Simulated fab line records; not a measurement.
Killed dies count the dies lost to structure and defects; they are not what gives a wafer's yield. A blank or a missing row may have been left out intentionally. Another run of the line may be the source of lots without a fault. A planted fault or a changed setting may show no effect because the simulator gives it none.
A lot that was struck, set against a sound lot :: flow sfqLine :: 19 out of 325 route steps
Sound: wafers L447.1, L447.2, L447.3. Struck: wafer L440.4 (left out: L440.2, a lot-mate that was not struck); the cause follows at the end.
For every step that has rows: the tool of each side, followed by ch and its chambers, followed by its first start. Under that, the readings that differ: sound wafers :: struck wafers :: difference of the means :: sigmas: that difference in standard deviations of wafers without a fault.
alike: readings with means less than 2 such deviations apart, plus words and numbers identical on both sides. not compared: withheld readings, readings lacking a value on some wafer, bounds such as >300 that could conceal the same value, and numbers that have no deviation in the record and whose values overlap.
The two part at a step that has a row with sigmas, a row that says differs or no value, or rows on one side only. Non-overlapping numbers with no deviation appear without sigmas and do not part them. A reading missing from all wafers of one side parts the sides only when that side holds two or more wafers.

SFQ_M2_OVL_MEAS_916:
  struck on overlay-01, day 27 20:56; sound on overlay-01, day 30 09:09
  alike: M2_OVL
then, 1 step without rows for these wafers: SFQ_TRILAYER_M2_BARC_OPEN_METAL_ETCH_077 (etches BARC in O2, target depth 125 nm, time 41.7 s).
SFQ_TRILAYER_M2_ETCH_METAL_ETCH_060: etches Nb in Cl2/Ar, stops on SiO2, target depth 240 nm, time 120 s.
  sound on rieMetal-04 ch 0,1, day 30 09:14; struck on rieMetal-01 ch 0, day 27 21:02
  alike: drypumpMotorCurrentA, oesProductAu
  not compared: rfHoursCounterH
SFQ_TRILAYER_M2_STRIP_STRIP_061: strips in O2.
  sound on rieMetal-04 ch 0,1, day 30 09:22; struck on rieMetal-01 ch 0, day 27 21:10
  alike: drypumpMotorCurrentA, oesProductAu
  not compared: rfHoursCounterH
then, 1 step without rows for these wafers: SFQ_TRILAYER_M2_STRIP_SOLV_CLEAN_062 (cleans in NMP, time 600 s).
SFQ_TRILAYER_I2_DEP_PECVD_063: deposits SiO2 from SiH4/N2O, time 111.11 s, target thk 500 nm.
  sound on pecvd-01 ch 0,1,2, day 30 10:08; struck on pecvd-02 ch 2, day 27 21:56
reading: showerheadVppV (V)
sound: 800 780 793
struck: 882
difference: +91
sigmas: +3
  alike: heaterPowerOuterW, heaterPowerW, throttleValvePct
then, 1 step without rows for these wafers: SFQ_TRILAYER_I2_CMP_CMP_064 (polishes SiO2).
SFQ_I2_BOW_MEAS_917:
  struck on filmMetro-03, day 28 03:49; sound on filmMetro-04, day 30 14:06
  alike: I2_BOW
SFQ_TRILAYER_I2_METRO_MEASURE_065:
  struck on filmMetro-03, day 28 04:07; sound on filmMetro-04, day 30 14:13
  alike: thkNm
then, 3 steps without rows for these wafers: SFQ_TRILAYER_I2_VIA_LITHO_COAT_072 (resist thk 62 nm); SFQ_TRILAYER_I2_VIA_LITHO_COAT_067 (resist thk 650 nm); SFQ_TRILAYER_I2_VIA_LITHO_SOFTBAKE_071.
SFQ_TRILAYER_I2_VIA_LITHO_EXPOSE_068: exposes mask I2, target cd 500 nm.
  sound on krfScanner-02 ch 0, day 30 16:10; struck on krfScanner-02 ch 0, day 28 13:59
  alike: mask
then, 2 steps without rows for these wafers: SFQ_TRILAYER_I2_VIA_LITHO_PEB_070 (peb time 60 s); SFQ_TRILAYER_I2_VIA_LITHO_DEVELOP_069 (time 60 s).
SFQ_I2_OVL_MEAS_918:
  struck on overlay-02, day 28 15:17; sound on overlay-01, day 30 17:40
  alike: I2_OVL
SFQ_TRILAYER_I2_VIA_BARC_OPEN_VIA_ETCH_096: etches BARC in O2, target depth 125 nm, time 41.7 s.
  sound on rieDiel-04 ch 0,1,2, day 30 17:42; struck on rieDiel-03 ch 1, day 28 15:19
reading: rfHoursCounterH (h)
sound: 10 21 8
struck: 36
difference: +23
sigmas: 

reading: model.I2.cdNm (nm)
sound: 499.1 498 499.1
struck: 514.9
difference: +16.2
sigmas: 
  alike: drypumpMotorCurrentA, oesProductAu
SFQ_TRILAYER_I2_VIA_ETCH_VIA_ETCH_070: etches SiO2 in CHF3, stops on Nb, target depth 260 nm.
  sound on rieDiel-04 ch 0,1,2, day 30 17:44; struck on rieDiel-03 ch 1, day 28 15:22
reading: model.I2.cdNm (nm)
sound: 500.2 498.3 500.4
struck: 515.5
difference: +15.9
sigmas: 
  alike: drypumpMotorCurrentA, oesProductAu
SFQ_TRILAYER_I2_VIA_STRIP_STRIP_071: strips in O2.
  sound on rieMetal-03 ch 0,1, day 30 17:52; struck on rieMetal-03 ch 1, day 28 15:29
  alike: drypumpMotorCurrentA, oesProductAu
  not compared: rfHoursCounterH

WHERE THEY PART
At SFQ_TRILAYER_I2_DEP_PECVD_063 and nowhere else, as far as this record goes. Later steps at which nothing parts them and some readings are alike: SFQ_I2_BOW_MEAS_917, SFQ_TRILAYER_I2_METRO_MEASURE_065, SFQ_TRILAYER_I2_VIA_LITHO_EXPOSE_068, SFQ_I2_OVL_MEAS_918, SFQ_TRILAYER_I2_VIA_BARC_OPEN_VIA_ETCH_096, SFQ_TRILAYER_I2_VIA_ETCH_VIA_ETCH_070, SFQ_TRILAYER_I2_VIA_STRIP_STRIP_071.

WHY: whatever the simulator had introduced
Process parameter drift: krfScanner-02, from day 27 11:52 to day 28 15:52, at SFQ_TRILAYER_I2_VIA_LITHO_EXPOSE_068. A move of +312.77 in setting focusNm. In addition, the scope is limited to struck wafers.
